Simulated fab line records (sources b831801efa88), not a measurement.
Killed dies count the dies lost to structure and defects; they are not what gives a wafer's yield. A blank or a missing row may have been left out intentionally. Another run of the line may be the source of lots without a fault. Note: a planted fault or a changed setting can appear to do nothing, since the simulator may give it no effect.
Commonality check across tools + flow sky130 + 14 lots and 54 wafers in the sample

WHAT PROMPTED THE OPENING
SKY_GATE_OXIDE_TW_MEAS_14, reading GATE_OXIDE_TW: flagged on 4 of 14 lots. No-fault wafers: 224.0, standard deviation 1.
Rule: a lot is flagged when every wafer of it that has a number lies more than 4 standard deviations from that mean, or none has a number. The other lots count as sound.

| lot  | measured     | on           | GATE_OXIDE_TW, wafer by wafer       | flag    |
|------|--------------|--------------|-------------------------------------|---------|
| L722 | day 13 18:15 | filmMetro-02 | 226.8 226.0 226.1                   |         |
| L723 | day 14 09:34 | filmMetro-03 | 225.0 225.1 224.6                   |         |
| L724 | day 14 13:07 | filmMetro-03 | 224.3 224.6 225.4                   |         |
| L727 | day 15 16:41 | filmMetro-03 | 224.5 223.9 223.7                   |         |
| L725 | day 15 16:58 | filmMetro-03 | 224.9 223.7 224.3                   |         |
| L728 | day 16 04:04 | filmMetro-02 | 222.8 221.7 222.7                   |         |
| L729 | day 16 08:45 | filmMetro-04 | 224.7 222.6 224.1                   |         |
| L730 | day 16 16:52 | filmMetro-04 | 223.8 223.7 224.4                   |         |
| L731 | day 16 21:19 | filmMetro-04 | 223.4 223.2 223.9                   |         |
| L732 | day 17 08:12 | filmMetro-03 | 224.8 225.0 225.3                   |         |
| L733 | day 17 18:37 | filmMetro-04 | 327.6 325.9 326.1 325.8 325.4 325.0 | FLAGGED |
| L734 | day 18 03:24 | filmMetro-03 | 326.1 327.4 326.9 327.2 326.4 328.0 | FLAGGED |
| L735 | day 18 10:58 | filmMetro-04 | 325.7 326.6 325.1 327.4 327.3 327.6 | FLAGGED |
| L736 | day 18 16:58 | filmMetro-04 | 324.8 324.3 325.1 326.4 325.3 325.9 | FLAGGED |
Averaged over the flagged lots the numbers come to 326.2, +102.2 from the usual (+99 or more standard deviations).

WHICH TOOL RAN EACH LOT
The record keeps 1 process step preceding the reading, out of 708 steps on the route. Read each cell as the tool, then ch plus the chambers that the sampled wafers visited, then the start.
| lot  | flag    | SKY_GATE_OXIDE_IMPLANT_11       |
|------|---------|---------------------------------|
| L722 |         | implanter-04 ch 0, day 13 17:53 |
| L723 |         | implanter-04 ch 0, day 14 09:13 |
| L724 |         | implanter-01 ch 0, day 14 12:46 |
| L727 |         | implanter-03 ch 0, day 15 16:19 |
| L725 |         | implanter-01 ch 0, day 15 16:35 |
| L728 |         | implanter-04 ch 0, day 16 03:43 |
| L729 |         | implanter-01 ch 0, day 16 08:23 |
| L730 |         | implanter-01 ch 0, day 16 16:31 |
| L731 |         | implanter-04 ch 0, day 16 20:58 |
| L732 |         | implanter-04 ch 0, day 17 07:50 |
| L733 | FLAGGED | implanter-01 ch 0, day 17 18:17 |
| L734 | FLAGGED | implanter-03 ch 0, day 18 03:02 |
| L735 | FLAGGED | implanter-03 ch 0, day 18 10:37 |
| L736 | FLAGGED | implanter-04 ch 0, day 18 16:37 |
What the steps here do:
- SKY_GATE_OXIDE_IMPLANT_11
- SKY_GATE_OXIDE_TW_MEAS_14

FLAGGED OVER TOTAL, TOOL BY TOOL (the gauges that took the reading come last)
| step                      | tool         | lots run | flagged | share of the flagged lots | sound lots run after its first flagged lot |
|---------------------------|--------------|----------|---------|---------------------------|--------------------------------------------|
| SKY_GATE_OXIDE_IMPLANT_11 | implanter-01 | 5        | 1       | some                      | 0                                          |
| SKY_GATE_OXIDE_IMPLANT_11 | implanter-03 | 3        | 2       | some                      | 0                                          |
| SKY_GATE_OXIDE_IMPLANT_11 | implanter-04 | 6        | 1       | some                      | 0                                          |
| SKY_GATE_OXIDE_TW_MEAS_14 | filmMetro-02 | 2        | 0       | none                      | -                                          |
| SKY_GATE_OXIDE_TW_MEAS_14 | filmMetro-03 | 6        | 1       | some                      | 0                                          |
| SKY_GATE_OXIDE_TW_MEAS_14 | filmMetro-04 | 6        | 3       | some                      | 0                                          |

WHAT THE TABLE PERMITS
No row of the table ran every flagged lot.

WHAT WAS PUT IN BY THE SIMULATOR
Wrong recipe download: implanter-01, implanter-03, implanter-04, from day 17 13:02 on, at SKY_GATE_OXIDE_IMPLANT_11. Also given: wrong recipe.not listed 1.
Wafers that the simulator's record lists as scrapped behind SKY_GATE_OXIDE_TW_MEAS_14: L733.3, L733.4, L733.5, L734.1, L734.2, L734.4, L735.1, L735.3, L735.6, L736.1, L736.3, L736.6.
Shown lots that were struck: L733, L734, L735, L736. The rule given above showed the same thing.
